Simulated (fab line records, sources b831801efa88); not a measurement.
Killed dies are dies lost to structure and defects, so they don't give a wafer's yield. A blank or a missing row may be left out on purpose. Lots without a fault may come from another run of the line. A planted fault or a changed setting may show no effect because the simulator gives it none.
Split-lot experiment | flow sky130 | 5 lots, 23 wafers read, on a route of 708 steps

THE SPLIT
At SKY_SONOS_TUNNEL_EXPOSE_04 (exposes mask TUNM, target cd 410 nm), the setting dose_mj was moved away from the recipe's 136 on 8 of the 23 wafers read, by -7.5% to +3.6%. The other wafers ran this setting at the recipe's value.

FROM THE SPLIT TO THE READING: what the file shows between them, 1 step
- SKY_SONOS_TUNNEL_DEVELOP_06: develop time 60 s (also split here: develop_time_s)

THE READING
cd_nm, in nm, at SKY_SONOS_TUNNEL_CD_MEAS_07 (target cd 410 nm). Fault-free wafers of this fab line usually give 410.8 nm, standard deviation 2.4 nm.

wafer  | tool, chamber at the split | dose_mj as run | against the recipe | cd_nm, nm | against lot-mates on the recipe
L076.2 | iline_stepper-02, 0        | 136            | recipe             | 414.2     | -
L076.3 | iline_stepper-02, 0        | 140.9          | +3.6%              | 425.6     | +10.9
L076.4 | iline_stepper-02, 0        | 140.9          | +3.6%              | 423.8     | +9.1
L076.5 | iline_stepper-02, 0        | 140.9          | +3.6%              | 426.5     | +11.8
L076.6 | iline_stepper-02, 0        | 136            | recipe             | 415.3     | -
L079.1 | iline_stepper-01, 0        | 136            | recipe             | 410.7     | -
L079.2 | iline_stepper-01, 0        | 136            | recipe             | 411.0     | -
L079.3 | iline_stepper-01, 0        | 139.5          | +2.6%              | 419.5     | +8.0
L079.4 | iline_stepper-01, 0        | 139.5          | +2.6%              | 419.2     | +7.7
L079.5 | iline_stepper-01, 0        | 136            | recipe             | 412.8     | -
L080.1 | iline_stepper-01, 0        | 136            | recipe             | 411.6     | -
L080.3 | iline_stepper-01, 0        | 136            | recipe             | 417.4     | -
L080.4 | iline_stepper-01, 0        | 136            | recipe             | 417.5     | -
L080.5 | iline_stepper-01, 0        | 136            | recipe             | 416.4     | -
L080.6 | iline_stepper-01, 0        | 136            | recipe             | 413.2     | -
L081.1 | iline_stepper-01, 0        | 136            | recipe             | 408.7     | -
L081.2 | iline_stepper-01, 0        | 136            | recipe             | 409.4     | -
L081.6 | iline_stepper-01, 0        | 136            | recipe             | 408.1     | -
L085.1 | iline_stepper-01, 0        | 125.8          | -7.5%              | 389.8     | -22.1
L085.2 | iline_stepper-01, 0        | 136            | recipe             | 409.7     | -
L085.4 | iline_stepper-01, 0        | 136            | recipe             | 414.1     | -
L085.5 | iline_stepper-01, 0        | 125.8          | -7.5%              | 391.9     | -20.0
L085.6 | iline_stepper-01, 0        | 125.8          | -7.5%              | 386.2     | -25.7

THE FIT
A straight line over all 23 wafers: cd_nm changes by +3.16 nm for each +1% of dose_mj; r = +0.96; the points scatter about the line by 2.8 nm.
The same after taking each lot's own level away (the mean of its wafers on the recipe; 23 wafers): +3 nm for each +1%; r = +0.98; scatter 1.7 nm.
On that fit, the largest move of dose_mj shifts the reading by 22 nm.
The lots' own levels span 408.73 to 415.22 nm, that is 2.7 times the standard deviation above.
So the lot-to-lot level changes the slope little: the two slopes agree.
Check: with one of the wafers moved furthest among these (-7.5%) left out of the fit, the line predicts -22.7 nm for it against its lot-mates. It came out at -22.1 nm against them.

OTHER SPLITS ON THESE WAFERS
These wafers also went through other splits before the reading. Each is held against what the fit with the lots' levels taken away leaves over:
other split on the same wafers             | wafers away from the commonest value | r with cd_nm (lot level and that fit taken away)
SKY_VT_ADJUST_HVTR_IMPLANT_09 energy_kev   | 4                                    | +0.28
SKY_SONOS_TUNNEL_DEVELOP_06 develop_time_s | 6                                    | +0.65

THE FILE'S OWN FIT
cd_nm changes by +2.99 nm for each +1% of dose_mj, r = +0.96.
